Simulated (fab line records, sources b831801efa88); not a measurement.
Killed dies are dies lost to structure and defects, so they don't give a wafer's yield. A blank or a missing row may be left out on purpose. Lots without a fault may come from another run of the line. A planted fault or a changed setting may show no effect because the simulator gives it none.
fab line records | flow sky130
record lots=6 wafers=18 last_day=49
route steps=708 shown POLY_GATE@219 PAD_OPEN@708
lots that met no fault: from a run of the same line without faults
start_h: hours from the record's first day to the start of the lot's first wafer shown | wait_h: hours since the lot's step before | " the same as in the row above | L1.1+2: a row that stands for several wafers | - no value, or no start given | * or withheld: withheld | < > ~ a bound
route shown NAME@n: a module of which the file shows steps, and the number in the route of the first | usual: mean/standard deviation of fault-free wafers | same: alike in all rows | chamber/n: place in a boat | sites: the reading at each site | _std_site: their standard deviation | _edge_site: outer sites' mean less inner sites' | radius_mm: how far each site lies from the wafer's centre | mask NAME#n: copy n | behind: the tool/chamber that last shaped the wafer | hold: why the lot was held/for how many hours/how that ended | device: the transistor (n, p or np) that didn't switch | end of line: the same wafers' tests at the end of the route | a step without rows: its recipe alone | killed: dies lost to structure and defects at the first sort, not the wafer's yield | map: a wafer's dies, x killed, . not, _ none there
set.NAME: the setting as run; set.NAME@STEP: as run at that earlier step | model.NAME: the simulator's own value behind a step, which no gauge read
lots at some steps of the route; a table a step, a row a wafer
services: from which hour (start_h, from the record's first day; less than 0 if before it) a tool's chamber was out of use, for how many hours, and why
## steps
# step SKY_POLY_GATE_DEHYDRATE_05
# recipe temp_c=200 time_s=60
# step SKY_POLY_GATE_HMDS_06
# recipe prime_time_s=60 prime_temp_c=120
# step SKY_POLY_GATE_COAT_07
# recipe resist=BARC temp_c=withheld time_s=withheld spin_rpm=3000 resist_thk_nm=110
# step SKY_POLY_GATE_COAT_08
# recipe resist=KrF-thick spin_rpm=3000 resist_thk_nm=450
# step SKY_POLY_GATE_SOFTBAKE_09
# recipe temp_c=100 time_s=90 resist=KrF-thick
# step SKY_POLY_GATE_EXPOSE_10
# recipe mask_id=P1M na=0.68 source_shape=conventional sigma_outer=0.6 target_cd_nm=150 dose_mj=28.33
# step SKY_POLY_GATE_PEB_11
# recipe peb_temp_c=withheld peb_time_s=withheld resist=KrF-thick
# step SKY_POLY_GATE_DEVELOP_12
# recipe develop_time_s=60 resist=KrF-thick dev_temp_c=21
# step SKY_POLY_GATE_CD_MEAS_13
# recipe target_cd_nm=150
# usual cd_nm=149.4/1.5
# columns lot.wafer tool chamber start_h wait_h cd_nm
L914.2 cd_sem-01 - 399.72 - 148.0
L914.3 " - " " 148.2
L914.5 " - " " 146.4
L916.1 cd_sem-02 - 419.98 - 145.8
L916.3 " - " " 146.5
L916.5 " - " " 145.2
L922.3 cd_sem-02 - 476.03 - 150.2
L922.4 " - " " 150.5
L922.5 " - " " 151.0
L923.1 cd_sem-01 - 485.04 - 147.2
L923.3 " - " " 148.0
L923.6 " - " " 149.3
L929.2 cd_sem-01 - 532.79 - 148.7
L929.3 " - " " 149.1
L929.5 " - " " 150.1
L931.1 cd_sem-02 - 543.54 - 149.2
L931.4 " - " " 148.5
L931.5 " - " " 149.4
# step SKY_POLY_GATE_OVL_MEAS_14
# usual POLY_GATE_OVL=3/4.6
# columns lot.wafer tool chamber start_h wait_h POLY_GATE_OVL[nm]
L914.2 overlay-01 - 399.83 0.1 3
L914.3 " - " " 6
L914.5 " - " " 9
L916.1 overlay-02 - 420.10 0.1 2
L916.3 " - " " 4
L916.5 " - " " 7
L922.3 overlay-01 - 476.13 0.1 2
L922.4 " - " " 8
L922.5 " - " " 7
L923.1 overlay-01 - 485.16 0.1 5
L923.3 " - " " -2
L923.6 " - " " 2
L929.2 overlay-02 - 532.90 0.1 2
L929.3 " - " " 7
L929.5 " - " " 2
L931.1 overlay-01 - 543.66 0.1 -1
L931.4 " - " " 5
L931.5 " - " " 8
# step SKY_POLY_GATE_ETCH_15
# recipe chemistry=N2/H2 target=BARC ion_energy_ev=200 source_w=500 bias_w=100 pressure_mtorr=30 n2_flow_sccm=100 h2_flow_sccm=200 stop_on=SiO2 time_s=118.5 target_depth_a=1100
# usual bias_w=100.02/0.28 chamber_pressure_mTorr=30.001/0.026 drypump_motor_current_A=5.5/0.43 oes_product_au=0.716/0.0049 throttle_valve_pct=13.214/0.0099
# columns lot.wafer tool chamber start_h wait_h bias_w chamber_pressure_mTorr drypump_motor_current_A oes_product_au rf_hours_counter_h throttle_valve_pct
L914.2 rie_diel-04 2 399.86 0.0 99.98 29.998 5.7 0.719 62 13.221
L914.3 " 0 " " 100.47 30.005 4.9 0.717 3 13.198
L914.5 " 0 " " 100.18 30.069 4.9 0.716 - 13.216
L916.1 rie_diel-03 1 420.13 0.0 100.40 29.990 6.2 0.718 6 13.223
L916.3 " 3 " " 100.47 30.009 5.1 0.707 49 13.218
L916.5 " 0 " " 99.62 30.019 5.3 0.722 - 13.229
L922.3 rie_diel-03 2 476.15 0.0 100.23 29.997 6.1 0.713 7 13.204
L922.4 " 3 " " 100.09 30.007 5.1 0.725 - 13.214
L922.5 " 1 " " 100.06 29.990 6.3 0.721 - 13.215
L923.1 rie_diel-02 1 485.20 0.0 99.48 29.976 6.0 0.714 9 13.206
L923.3 " 0 " " 100.10 30.002 5.3 0.713 21 13.218
L923.6 " 2 " " 100.60 30.012 5.3 0.722 - 13.205
L929.2 rie_diel-04 2 532.93 0.0 100.13 29.972 5.7 0.716 63 13.214
L929.3 " 1 " " 100.39 29.995 5.6 0.721 70 13.197
L929.5 " 0 " " 99.98 29.970 4.9 0.716 - 13.221
L931.1 rie_diel-02 2 543.70 0.0 100.11 29.977 5.3 0.720 51 13.210
L931.4 " 1 " " 100.11 29.961 6.0 0.716 10 13.227
L931.5 " 0 " " 99.97 30.047 5.3 0.726 - 13.211
# step SKY_POLY_GATE_ETCH_16
# recipe stop_on=poly-Si chemistry=CH3F/O2 target=Si3N4 source_w=400 bias_w=80 pressure_mtorr=25 ch3f_flow_sccm=40 O2_flow_sccm=30 time_s=147.5 target_depth_a=750
# usual O2_flow_sccm=30.01/0.092 bias_w=80.02/0.25 drypump_motor_current_A=5.5/0.43 oes_product_au=0.638/0.0053 throttle_valve_pct=10.535/0.009
# columns lot.wafer tool chamber start_h wait_h O2_flow_sccm bias_w drypump_motor_current_A oes_product_au rf_hours_counter_h throttle_valve_pct
L914.2 rie_diel-04 2 399.94 0.0 30.25 79.85 5.7 0.644 62 10.548
L914.3 " 0 " " 30.00 79.75 4.9 0.640 3 10.532
L914.5 " 0 " " 30.10 79.68 4.9 0.631 - 10.537
L916.1 rie_diel-03 1 420.21 0.0 30.05 80.13 6.3 0.643 6 10.532
L916.3 " 3 " " 30.07 80.09 5.1 0.634 49 10.536
L916.5 " 0 " " 30.00 80.12 5.3 0.645 - 10.524
L922.3 rie_diel-03 2 476.23 0.0 30.19 79.32 6.1 0.632 7 10.530
L922.4 " 3 " " 29.88 80.29 5.0 0.641 - 10.543
L922.5 " 1 " " 29.98 80.00 6.2 0.636 - 10.537
L923.1 rie_diel-02 1 485.28 0.0 30.14 80.53 5.9 0.641 9 10.542
L923.3 " 0 " " 29.93 79.86 5.3 0.650 21 10.538
L923.6 " 2 " " 30.07 80.12 5.3 0.645 - 10.520
L929.2 rie_diel-04 2 533.01 0.0 29.88 80.02 5.7 0.641 63 10.541
L929.3 " 1 " " 30.10 79.86 5.6 0.639 71 10.534
L929.5 " 0 " " 29.92 80.19 4.9 0.630 - 10.524
L931.1 rie_diel-02 2 543.78 0.0 30.03 80.47 5.3 0.634 51 10.535
L931.4 " 1 " " 30.10 80.51 6.0 0.632 10 10.538
L931.5 " 0 " " 30.03 80.15 5.3 0.631 - 10.536
# step SKY_POLY_GATE_ETCH_17
# recipe target_depth_nm=180 stop_on=SiO2 over_etch_frac=0.56667 chemistry=HBr/Cl2 target=poly-Si icp_w=400 bias_w=100 pressure_mtorr=10 HBr_flow_sccm=150 Cl2_flow_sccm=50 time_s=70.5
# usual HBr_flow_sccm=150.0/0.45 bias_w=99.99/0.27 drypump_motor_current_A=5.8/0.54 oes_product_au=0.981/0.0087 throttle_valve_pct=33.684/0.0085
# columns lot.wafer tool chamber start_h wait_h HBr_flow_sccm bias_w drypump_motor_current_A oes_product_au rf_hours_counter_h throttle_valve_pct model.KrF-thick_of_POLY_GATE_COAT_08.thk_nm
L914.2 rie_si-01 3 400.04 0.0 150.3 99.73 5.7 0.977 64 33.686 142.3
L914.3 " 2 " " 150.3 100.08 5.8 0.992 27 33.693 147.9
L914.5 " 1 " " 149.7 100.32 6.4 0.971 - 33.687 150.1
L916.1 rie_si-01 3 420.31 0.0 149.8 100.26 5.7 0.982 64 33.688 140
L916.3 " 1 " " 150.2 100.00 6.4 0.981 55 33.685 141.1
L916.5 " 0 " " 149.9 100.15 5.2 0.984 - 33.685 144.9
L922.3 rie_si-01 0 476.33 0.0 - - - - - - 239.1
L922.4 " 1 " " - - - - - - 237
L922.5 " 0 " " - - - - - - 235.5
L923.1 rie_si-02 2 485.38 0.0 - - - - - - 233.2
L923.3 " 3 " " - - - - - - 236.8
L923.6 " 1 " " - - - - - - 233.5
L929.2 rie_si-02 3 533.11 0.0 150.4 100.63 6.7 0.977 29 33.692 139.4
L929.3 " 2 " " 150.8 100.16 6.1 0.993 3 33.682 137.6
L929.5 " 1 " " 150.4 100.18 5.1 0.978 - 33.707 145.8
L931.1 rie_si-02 0 543.88 0.0 150.0 99.58 5.4 0.981 1 33.697 140.3
L931.4 " 3 " " 149.8 100.08 6.7 0.968 29 33.690 145.3
L931.5 " 1 " " 150.4 100.26 5.1 0.991 - 33.680 149.2
# step SKY_POLY_GATE_STRIP_18
# recipe chemistry=O2/N2 power_w=1400 pressure_mtorr=1500 platen_temp_c=withheld o2_flow_sccm=3000 n2_flow_sccm=300 overash_fraction=0.5
# usual drypump_motor_current_A=5.7/0.6 o2_flow_sccm=3001/9.7 oes_product_au=0.362/0.0045 strip_time_to_endpoint_s=3.19/0.039
# columns lot.wafer tool chamber start_h wait_h drypump_motor_current_A o2_flow_sccm oes_product_au rf_hours_counter_h strip_time_to_endpoint_s
L914.2 plasma_asher-02 1 400.10 0.0 4.7 3014 0.370 75 3.18
L914.3 " 0 " " 6.0 3001 0.359 - 3.25
L914.5 " 0 " " 6.1 3001 0.359 - 3.28
L916.1 plasma_asher-02 0 420.37 0.0 6.1 3001 0.354 77 3.17
L916.3 " 0 " " 6.1 2999 0.366 - 3.19
L916.5 " 0 " " 6.1 2997 0.366 - 3.22
L922.3 plasma_asher-02 1 476.42 0.1 4.8 3003 0.408 - 4.25
L922.4 " 0 " " 6.0 2986 0.400 - 4.22
L922.5 " 0 " " 6.1 2982 0.406 - 4.20
L923.1 plasma_asher-02 0 485.44 0.0 6.1 3010 0.400 83 4.19
L923.3 " 0 " " 6.1 3002 0.402 - 4.22
L923.6 " 1 " " 4.8 2998 0.398 - 4.18
L929.2 plasma_asher-02 1 533.17 0.0 4.8 3003 0.358 88 3.14
L929.3 " 0 " " 6.1 3004 0.359 - 3.15
L929.5 " 0 " " 6.1 2997 0.360 - 3.22
L931.1 plasma_asher-04 0 543.94 0.0 6.3 2994 0.359 63 3.18
L931.4 " 0 " " 6.4 2988 0.368 - 3.24
L931.5 " 0 " " 6.4 2989 0.363 - 3.27
# step SKY_POLY_GATE_CLEAN_19
# recipe chemistry=SC1/SC2 mix=1:4:20 temp_c=70 time_s=150 dry=n2_spin
# step SKY_PAD_OPEN_PROBE_99
# usual killed_at_M0_to_M3=43/6.6 killed_at_M4_up=3.0/1.7 killed_at_contacts=24/5.4 killed_at_front_end=16/4.6 killed_at_other=0.3/0.53 killed_dies=87/9.7 killed_on_rim=18/4 killed_open=47/7.3 killed_short=39/6.5
# same gross_dies=492 killed_at_back_side=0
# columns lot.wafer tool chamber start_h wait_h hold killed_at_M0_to_M3 killed_at_M4_up killed_at_contacts killed_at_front_end killed_at_other killed_dies killed_on_rim killed_open killed_short
L914.2 prober-02 - 1095.81 0.1 - 36 3 28 22 1 90 22 39 51
L914.3 prober-02 - 1095.86 0.2 - 47 5 30 17 0 99 21 57 42
L914.5 prober-02 - 1095.96 0.2 - 55 3 26 20 0 104 26 50 54
L916.1 prober-02 - 1114.20 0.1 - 43 2 26 17 0 88 20 46 42
L916.3 prober-02 - 1114.30 0.2 - 41 6 29 20 0 96 23 63 33
L916.5 prober-02 - 1114.40 0.2 - 31 3 33 14 0 81 14 45 36
L922.3 prober-01 - 1145.71 0.2 await_dispo/1.5h/scrap 45 0 32 415 0 492 96 51 43
L922.4 prober-01 - 1145.76 0.2 await_dispo/1.5h/scrap 55 2 29 406 0 492 96 56 51
L922.5 prober-01 - 1145.81 0.2 await_dispo/1.5h/scrap 44 0 30 418 0 492 96 50 34
L923.1 prober-02 - 1152.18 0.1 await_dispo/2.6h/scrap 36 3 20 433 0 492 96 44 37
L923.3 prober-02 - 1152.28 0.2 await_dispo/2.6h/scrap 41 2 24 425 0 492 96 43 40
L923.6 prober-02 - 1152.43 0.2 await_dispo/2.6h/scrap 44 3 30 414 1 492 96 52 46
L929.2 prober-02 - 1177.83 0.1 - 45 2 32 9 0 88 19 51 37
L929.3 prober-02 - 1177.88 0.2 - 50 4 23 22 0 99 22 57 42
L929.5 prober-02 - 1177.98 0.2 - 49 1 13 20 1 84 16 46 38
L931.1 prober-02 - 1183.56 0.1 - 44 3 19 15 0 81 14 46 35
L931.4 prober-02 - 1183.71 0.2 - 52 3 26 20 0 101 19 58 40
L931.5 prober-02 - 1183.76 0.2 - 43 2 11 24 0 80 20 50 30
# killed by level:class
L914.2 LOCAL_INTERCONNECT:geometric_particle:short=11 METAL1:geometric_particle:short=9 CONTACT:geometric_particle:open=7 FIELD_ISO:geometric_particle:short=5 FIELD_ISO:geometric_particle:open=5 CONTACT:geometric_particle:short=5 VIA1:geometric_particle:open=5 SPACER:geometric_particle:open=4
L914.3 CONTACT:geometric_particle:open=14 VIA1:geometric_particle:open=14 VIA2:geometric_particle:open=8 CONTACT:geometric_particle:short=7 VIA2:geometric_particle:short=6 POLY_GATE:geometric_particle:open=5 LI_CONTACT:geometric_particle:open=5 METAL2:geometric_particle:short=5
L914.5 CONTACT:geometric_particle:open=9 METAL2:geometric_particle:short=9 POLY_GATE:geometric_particle:short=8 VIA2:geometric_particle:open=8 VIA3:geometric_particle:open=8 LI_CONTACT:geometric_particle:open=7 CONTACT:geometric_particle:short=7 VIA1:geometric_particle:open=7
L916.1 CONTACT:geometric_particle:open=12 VIA1:geometric_particle:open=8 CONTACT:geometric_particle:short=7 VIA3:geometric_particle:open=7 POLY_GATE:geometric_particle:short=6 VIA2:geometric_particle:open=5 LI_CONTACT:geometric_particle:open=4 METAL1:geometric_particle:short=4
L916.3 CONTACT:geometric_particle:open=13 LI_CONTACT:geometric_particle:open=12 VIA3:geometric_particle:open=9 METAL2:geometric_particle:short=9 POLY_GATE:geometric_particle:open=8 VIA2:geometric_particle:open=8 VIA1:geometric_particle:open=6 VIA3:geometric_particle:short=4
L916.5 CONTACT:geometric_particle:open=10 LI_CONTACT:geometric_particle:open=9 VIA1:geometric_particle:open=8 CONTACT:geometric_particle:short=6 POLY_GATE:geometric_particle:short=4 VIA3:geometric_particle:open=4 LOCAL_INTERCONNECT:geometric_particle:short=4 METAL1:geometric_particle:short=4
L922.3 POLY_GATE:area_etch=398 CONTACT:geometric_particle:open=10 CONTACT:geometric_particle:short=9 VIA1:geometric_particle:open=9 METAL2:geometric_particle:short=8 LI_CONTACT:geometric_particle:open=6 FIELD_ISO:geometric_particle:short=5 POLY_GATE:geometric_particle:open=5
L922.4 POLY_GATE:area_etch=385 METAL2:geometric_particle:short=13 CONTACT:geometric_particle:open=12 VIA1:geometric_particle:open=11 VIA2:geometric_particle:open=10 FIELD_ISO:geometric_particle:open=6 FIELD_ISO:geometric_particle:short=5 POLY_GATE:geometric_particle:open=5
L922.5 POLY_GATE:area_etch=408 VIA1:geometric_particle:open=13 VIA2:geometric_particle:open=10 CONTACT:geometric_particle:open=9 LI_CONTACT:geometric_particle:open=8 LI_CONTACT:geometric_particle:short=5 VIA1:geometric_particle:short=4 LOCAL_INTERCONNECT:geometric_particle:short=4
L923.1 POLY_GATE:area_etch=411 CONTACT:geometric_particle:open=10 VIA1:geometric_particle:open=10 FIELD_ISO:geometric_particle:short=7 METAL2:geometric_particle:short=6 VIA3:geometric_particle:open=5 FIELD_ISO:geometric_particle:open=4 POLY_GATE:geometric_particle:short=4
L923.3 POLY_GATE:area_etch=409 CONTACT:geometric_particle:open=9 POLY_GATE:geometric_particle:short=7 VIA2:geometric_particle:short=7 VIA1:geometric_particle:open=7 LI_CONTACT:geometric_particle:open=6 VIA3:geometric_particle:open=6 VIA2:geometric_particle:open=5
L923.6 POLY_GATE:area_etch=394 METAL1:geometric_particle:short=10 LI_CONTACT:geometric_particle:open=9 CONTACT:geometric_particle:open=9 VIA2:geometric_particle:open=8 FIELD_ISO:geometric_particle:short=5 VIA1:geometric_particle:open=5 POLY_GATE:geometric_particle:open=5
L929.2 CONTACT:geometric_particle:open=12 LI_CONTACT:geometric_particle:open=9 VIA3:geometric_particle:open=8 VIA1:geometric_particle:open=8 METAL2:geometric_particle:short=8 VIA2:geometric_particle:open=7 LOCAL_INTERCONNECT:geometric_particle:short=6 FIELD_ISO:geometric_particle:short=5
L929.3 CONTACT:geometric_particle:open=9 VIA3:geometric_particle:open=9 VIA2:geometric_particle:open=6 LI_CONTACT:geometric_particle:open=6 VIA1:geometric_particle:open=6 METAL2:geometric_particle:short=6 FIELD_ISO:geometric_particle:open=5 VIA3:geometric_particle:short=5
L929.5 VIA1:geometric_particle:open=14 FIELD_ISO:geometric_particle:short=7 METAL1:geometric_particle:short=6 VIA3:geometric_particle:open=6 POLY_GATE:geometric_particle:short=5 POLY_GATE:geometric_particle:open=5 CONTACT:geometric_particle:open=5 VIA2:geometric_particle:open=5
L931.1 VIA1:geometric_particle:open=8 LI_CONTACT:geometric_particle:open=7 VIA2:geometric_particle:open=7 POLY_GATE:geometric_particle:open=5 METAL2:geometric_particle:open=5 METAL2:geometric_particle:short=5 VIA3:geometric_particle:open=5 VIA2:geometric_particle:short=5
L931.4 CONTACT:geometric_particle:open=14 VIA1:geometric_particle:open=14 METAL2:geometric_particle:short=9 METAL1:geometric_particle:short=8 POLY_GATE:geometric_particle:open=6 VIA3:geometric_particle:open=6 FIELD_ISO:geometric_particle:open=4 LI_CONTACT:geometric_particle:open=4
L931.5 VIA1:geometric_particle:open=16 POLY_GATE:geometric_particle:open=8 VIA3:geometric_particle:open=8 POLY_GATE:geometric_particle:short=7 CONTACT:geometric_particle:open=6 VIA3:geometric_particle:short=4 VIA2:geometric_particle:open=4 FIELD_ISO:geometric_particle:short=3
# map L922.3 (x killed, . not)
__________xxxxxxxxxx_________
________xxxxxxxxxxxxxx_______
______xxxxxxxxxxxxxxxxxx_____
_____xxxxxxxxxxxxxxxxxxxx____
____xxxxxxxxxxxxxxxxxxxxxx___
___xxxxxxxxxxxxxxxxxxxxxxxx__
__xxxxxxxxxxxxxxxxxxxxxxxxxx_
_xxxxxxxxxxxxxxxxxxxxxxxxxxxx
_xxxxxxxxxxxxxxxxxxxxxxxxxxxx
_xxxxxxxxxxxxxxxxxxxxxxxxxxxx
_xxxxxxxxxxxxxxxxxxxxxxxxxxxx
_xxxxxxxxxxxxxxxxxxxxxxxxxxxx
_xxxxxxxxxxxxxxxxxxxxxxxxxxxx
_xxxxxxxxxxxxxxxxxxxxxxxxxxxx
_xxxxxxxxxxxxxxxxxxxxxxxxxxxx
__xxxxxxxxxxxxxxxxxxxxxxxxxx_
___xxxxxxxxxxxxxxxxxxxxxxxx__
____xxxxxxxxxxxxxxxxxxxxxx___
_____xxxxxxxxxxxxxxxxxxxx____
______xxxxxxxxxxxxxxxxxx_____
________xxxxxxxxxxxxxx_______
__________xxxxxxxxxx_________
# map L923.1 (x killed, . not)
__________xxxxxxxxxx_________
________xxxxxxxxxxxxxx_______
______xxxxxxxxxxxxxxxxxx_____
_____xxxxxxxxxxxxxxxxxxxx____
____xxxxxxxxxxxxxxxxxxxxxx___
___xxxxxxxxxxxxxxxxxxxxxxxx__
__xxxxxxxxxxxxxxxxxxxxxxxxxx_
_xxxxxxxxxxxxxxxxxxxxxxxxxxxx
_xxxxxxxxxxxxxxxxxxxxxxxxxxxx
_xxxxxxxxxxxxxxxxxxxxxxxxxxxx
_xxxxxxxxxxxxxxxxxxxxxxxxxxxx
_xxxxxxxxxxxxxxxxxxxxxxxxxxxx
_xxxxxxxxxxxxxxxxxxxxxxxxxxxx
_xxxxxxxxxxxxxxxxxxxxxxxxxxxx
_xxxxxxxxxxxxxxxxxxxxxxxxxxxx
__xxxxxxxxxxxxxxxxxxxxxxxxxx_
___xxxxxxxxxxxxxxxxxxxxxxxx__
____xxxxxxxxxxxxxxxxxxxxxx___
_____xxxxxxxxxxxxxxxxxxxx____
______xxxxxxxxxxxxxxxxxx_____
________xxxxxxxxxxxxxx_______
__________xxxxxxxxxx_________
## services
# columns tool chamber start_h hours kind
rie_diel-03 - 404.92 1.1 repair
rie_diel-04 2 405.58 17.9 repair
rie_diel-04 - 426.04 0.4 repair
plasma_asher-02 - 431.49 0.4 repair
rie_diel-04 - 447.37 2.8 pm
plasma_asher-02 - 449.20 8.6 repair
rie_diel-04 0 450.88 2.9 repair
rie_diel-03 - 453.68 0.9 repair
rie_si-02 0 457.53 2.9 repair
rie_diel-03 1 457.64 4.5 repair
rie_diel-03 3 458.87 4.9 repair
plasma_asher-04 - 468.96 1.8 repair
rie_si-02 2 470.44 7.5 repair
plasma_asher-04 - 472.27 0.7 repair
rie_diel-03 0 472.63 - clean
rie_diel-03 0 472.63 12.6 scheduled_down
rie_si-02 0 474.80 3.3 repair
rie_si-02 - 475.88 2.8 pm
rie_diel-03 3 478.72 16.9 repair
rie_diel-03 2 499.63 2.6 repair
rie_diel-03 0 514.69 16.2 repair
rie_diel-04 2 534.73 7.9 repair
rie_diel-02 - 535.45 0.4 repair
plasma_asher-04 - 538.56 1.7 repair
## key
first_sign step=SKY_POLY_GATE_ETCH_17 reading=tool_record direction=missing
effect step=SKY_POLY_GATE_STRIP_18 reading=strip_time_to_endpoint_s direction=up sigmas=26 usual=* struck=*
effect step=SKY_PAD_OPEN_PROBE_99 reading=killed_at_front_end direction=up sigmas=88 usual=16 struck=418
model_effect step=SKY_POLY_GATE_ETCH_17 value=KrF-thick_of_POLY_GATE_COAT_08.thk_nm without=144 struck=235.8
more_kills_born_at SKY_POLY_GATE_ETCH_17@rie_si-02=1214 SKY_POLY_GATE_ETCH_17@rie_si-01=1191
met_at SKY_POLY_GATE_ETCH_17
struck_wafers L922.3,L922.4,L922.5,L923.1,L923.3,L923.6
later_rows_left_out L922.3,L922.4,L922.5,L923.1,L923.3,L923.6
tester_left_out L922,L923
onset_between 420.31 476.33
fault kind=skipped_step_whole tool=rie_si-01,rie_si-02 chamber=- onset_h=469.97 steps=SKY_POLY_GATE_ETCH_17 scope=struck_lots_only
# tester_left_out: of these lots the tester's yield and bins aren't shown, on N5 and GAA mostly nor the transistor test; their killed dies are dies lost to structure and defects alone, not to doping, threshold or leakage, so they don't give the yield
# later_rows_left_out: the simulator's readings of these wafers behind a module that went badly wrong aren't trusted and aren't shown, but for the sort
